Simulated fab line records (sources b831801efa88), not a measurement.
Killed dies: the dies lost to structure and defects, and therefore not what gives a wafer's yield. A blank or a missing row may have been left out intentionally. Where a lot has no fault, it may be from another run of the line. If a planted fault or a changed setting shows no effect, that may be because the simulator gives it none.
What tool caused it? -- flow sky130 -- Sampling: 12 lots, 36 wafers, 3 of 708 route steps

WHAT THE GAUGES SHOWED, per wafer
SKY_VT_ADJUST_NCORE_TW_MEAS_11.
lot,measured,on,VT_ADJUST_NCORE_TW
L075,day 9 02:16,film-metro-04,218.3 219.8 218.7
L077,day 9 12:23,film-metro-02,217.7 217.6 217.5
L079,day 9 22:36,film-metro-04,219.7 220.1 219.9
L081,day 10 15:02,film-metro-01,216.0 217.3 217.7
L083,day 11 02:29,film-metro-04,219.8 220.8 219.9
L085,day 11 16:14,film-metro-04,220.0 220.2 219.5
L087,day 12 09:24,film-metro-01,216.6 214.9 215.8
L089,day 13 04:05,film-metro-04,218.2 220.4 219.8
L091,day 13 09:56,film-metro-01,215.0 214.2 214.7
L093,day 14 03:47,film-metro-02,219.2 218.3 217.6
L095,day 14 14:27,film-metro-04,219.5 220.6 219.4
L097,day 15 09:23,film-metro-01,216.8 216.9 216.4

WHICH TOOL RAN EACH LOT (tool, then ch and the chambers of the sampled wafers, then the start)
lot,SKY_DNWELL_DEHYDRATE_00,SKY_VT_ADJUST_LVTN_STRIP_20
L075,"litho-track-01 ch 0, day 3 00:16","plasma-asher-01 ch 0,1, day 8 05:10"
L077,"litho-track-04 ch 0, day 3 12:35","plasma-asher-04 ch 1, day 8 15:09"
L079,"litho-track-02 ch 0, day 3 20:45","plasma-asher-04 ch 0,1, day 9 01:25"
L081,"litho-track-02 ch 0, day 4 08:10","plasma-asher-04 ch 0,1, day 9 16:31"
L083,"litho-track-01 ch 0, day 4 18:25","plasma-asher-04 ch 0,1, day 10 03:46"
L085,"litho-track-04 ch 0, day 5 05:38","plasma-asher-04 ch 0,1, day 10 17:37"
L087,"litho-track-01 ch 0, day 5 16:19","plasma-asher-01 ch 0,1, day 11 08:28"
L089,"litho-track-02 ch 0, day 6 05:12","plasma-asher-04 ch 0,1, day 12 02:45"
L091,"litho-track-01 ch 0, day 6 12:28","plasma-asher-04 ch 0,1, day 12 09:37"
L093,"litho-track-04 ch 0, day 7 00:38","plasma-asher-01 ch 0,1, day 13 02:30"
L095,"litho-track-01 ch 0, day 7 09:17","plasma-asher-04 ch 0,1, day 13 11:53"
L097,"litho-track-04 ch 0, day 7 22:38","plasma-asher-02 ch 0,1, day 14 06:41"
- SKY_DNWELL_DEHYDRATE_00: time 62.92 s.
- SKY_VT_ADJUST_LVTN_STRIP_20: strips in O2/N2.

THE ANSWER, worked out from the rows above alone
Rule: what is usual is taken from the lots themselves. The widest of any qualifying gaps counts: lots, ordered by their means at a reading, are off when they make up no more than a third of the lots, leave a main group of 4 or more, and stand apart from it by 3 or more times the standard deviation of that group's means. If all means in a main group match to the digits the tables above print for the reading, that group is not used. Also off: a lot with no number at a reading for which 4 or more lots have one. The other lots that the step has rows for count as sound.
No lot is off on any of the readings shown, so nothing can be concluded from this.

WHAT THE SIMULATOR HAD PUT IN
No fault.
